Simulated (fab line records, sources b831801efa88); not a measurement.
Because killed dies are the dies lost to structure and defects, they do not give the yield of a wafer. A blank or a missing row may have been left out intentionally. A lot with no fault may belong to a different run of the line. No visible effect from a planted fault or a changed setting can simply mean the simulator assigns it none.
The tool behind it: which one? -- flow gf180mcu -- Sampling: 7 lots, 21 wafers, 3 of 602 route steps

WHAT THE GAUGES READ, wafer by wafer
GF_VT_IMPLANT_OVL_MEAS_07.
lot,measured,on,VT_IMPLANT_OVL (nm)
L284,day 6 01:53,overlay-02,-1.0 0.2 -1.4
L286,day 6 14:22,overlay-02,-0.3 1.4 1.5
L288,day 7 02:56,overlay-02,-1.3 -1.9 0.1
L291,day 7 21:05,overlay-02,-0.3 2.1 0.6
L297,day 9 11:38,overlay-01,159.6 158.9 160.6
L301,day 10 10:29,overlay-02,-1.9 -0.9 -0.3
L304,day 11 08:05,overlay-01,-2.0 -2.1 -1.7

TOOL THAT RAN EACH LOT (tool first, then ch and the chambers of the sampled wafers, then the start)
lot,GF_MVSD_STRIP_10,GF_VT_IMPLANT_EXPOSE_04
L284,"plasma-asher-01 ch 0,1, day 4 21:44","iline-stepper-01 ch 0, day 5 19:50"
L286,"plasma-asher-04 ch 0,1, day 5 09:08","iline-stepper-02 ch 0, day 6 06:22"
L288,"plasma-asher-03 ch 0,1, day 5 21:13","iline-stepper-01 ch 0, day 6 19:13"
L291,"plasma-asher-04 ch 0,1, day 6 13:43","iline-stepper-02 ch 0, day 7 13:03"
L297,"plasma-asher-04 ch 0,1, day 8 01:43","iline-stepper-02 ch 0, day 9 03:01"
L301,"plasma-asher-01 ch 0,1, day 8 23:40","iline-stepper-01 ch 0, day 10 01:27"
L304,"plasma-asher-04 ch 0,1, day 9 19:34","iline-stepper-01 ch 0, day 10 23:16"
- GF_MVSD_STRIP_10: strips in O2/N2.
- GF_VT_IMPLANT_EXPOSE_04: exposes mask LVPWELL LV AREA, target cd 600 nm.

THE ANSWER, worked out from the rows above alone
Rule: usual is defined by the lots themselves. Put in order of their means at a reading, lots are off if they are a third of the lots or fewer, leave a main group of 4 or more, and stand apart from it by a gap of 3 or more times the standard deviation of the main group's means; of several such gaps the widest counts. If all means in a main group match to the digits the tables above print for the reading, that group is not used. Also off: a lot with no number at a reading for which 4 or more lots have one. The other lots that the step has rows for count as sound.
Off: at GF_VT_IMPLANT_OVL_MEAS_07 (VT_IMPLANT_OVL), L297. For the main group the mean is -0.5 nm and the standard deviation 1.
A tool fits if, at a process step before that reading, it ran every lot that is off, and no sound lot after the first of them. The gauges at GF_VT_IMPLANT_OVL_MEAS_07 are tried like those tools. One fits: iline-stepper-02 at GF_VT_IMPLANT_EXPOSE_04. A fault onset in the window from L291 (day 7 13:03, its last sound lot) to L297 (day 9 03:01, its first lot off) fits.

WHAT HAD BEEN PUT IN BY THE SIMULATOR
Scanner matching overlay: iline-stepper-02, from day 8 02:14 on, at GF_VT_IMPLANT_EXPOSE_04. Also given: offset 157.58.
Shown lots that were struck: L297. Same finding as the rule above.
